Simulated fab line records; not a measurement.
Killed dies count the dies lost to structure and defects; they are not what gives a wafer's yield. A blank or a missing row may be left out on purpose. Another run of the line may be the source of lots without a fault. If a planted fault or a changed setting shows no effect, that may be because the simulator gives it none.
Which of the tools did it? -- flow sky130 -- 18 wafers from 6 lots sampled at 3 of the route's 708 steps

== WHAT THE GAUGES READ, wafer by wafer ==
SKY_NWELL_OVL_MEAS_23.
lot,measured,on,NWELL_01_OVL (nm)
L763,day 6 00:39,overlay-02,-1.3 -1.2 -0.3
L767,day 6 22:16,overlay-02,2.7 -0.1 2.0
L772,day 8 02:23,overlay-01,1.7 3.0 3.4
L775,day 8 20:14,overlay-02,-1.5 -1.2 -1.4
L778,day 9 16:02,overlay-01,-0.2 -1.6 0.7
L783,day 11 10:26,overlay-01,5.6 3.8 5.1

== TOOL THAT RAN EACH LOT (tool first, then ch and the chambers of the sampled wafers, then the start) ==
lot,SKY_FIELD_ISO_CMP_27,SKY_DNWELL_EXPOSE_04
L763,"cmp-01 ch 0,1,2, day 2 22:24","iline stepper-02 ch 0, day 3 09:35"
L767,"cmp-02 ch 0,1,2, day 3 19:17","iline stepper-01 ch 0, day 4 06:01"
L772,"cmp-02 ch 0,1,3, day 4 17:59","iline stepper-01 ch 0, day 5 05:46"
L775,"cmp-01 ch 0,3, day 5 11:32","iline stepper-02 ch 0, day 5 22:42"
L778,"cmp-01 ch 1,3, day 6 03:57","iline stepper-01 ch 0, day 6 15:41"
L783,"cmp-02 ch 2,3, day 7 10:55","iline stepper-02 ch 0, day 8 03:03"
- SKY_FIELD_ISO_CMP_27: polishes, stops on Si3N4, t overpolish 16 s, target thk 457.8 nm.
- SKY_DNWELL_EXPOSE_04: exposes mask DNM, target cd 3000 nm.

== THE ANSWER, worked out from the rows above alone ==
Rule: the usual values come from the lots themselves. The widest of any qualifying gaps counts: lots, ordered by their means at a reading, are off when they make up no more than a third of the lots, leave a main group of 4 or more, and stand apart from it by 3 or more times the standard deviation of that group's means. A main group whose means are all the same, to the digits that the tables above print for the reading, isn't used. A lot without any number at a reading at which 4 lots or more have one is off too. Any other lot the step has rows for is counted as sound.
Nothing can be told from this: no lot is off at any reading shown.

== WHAT WAS PUT IN BY THE SIMULATOR ==
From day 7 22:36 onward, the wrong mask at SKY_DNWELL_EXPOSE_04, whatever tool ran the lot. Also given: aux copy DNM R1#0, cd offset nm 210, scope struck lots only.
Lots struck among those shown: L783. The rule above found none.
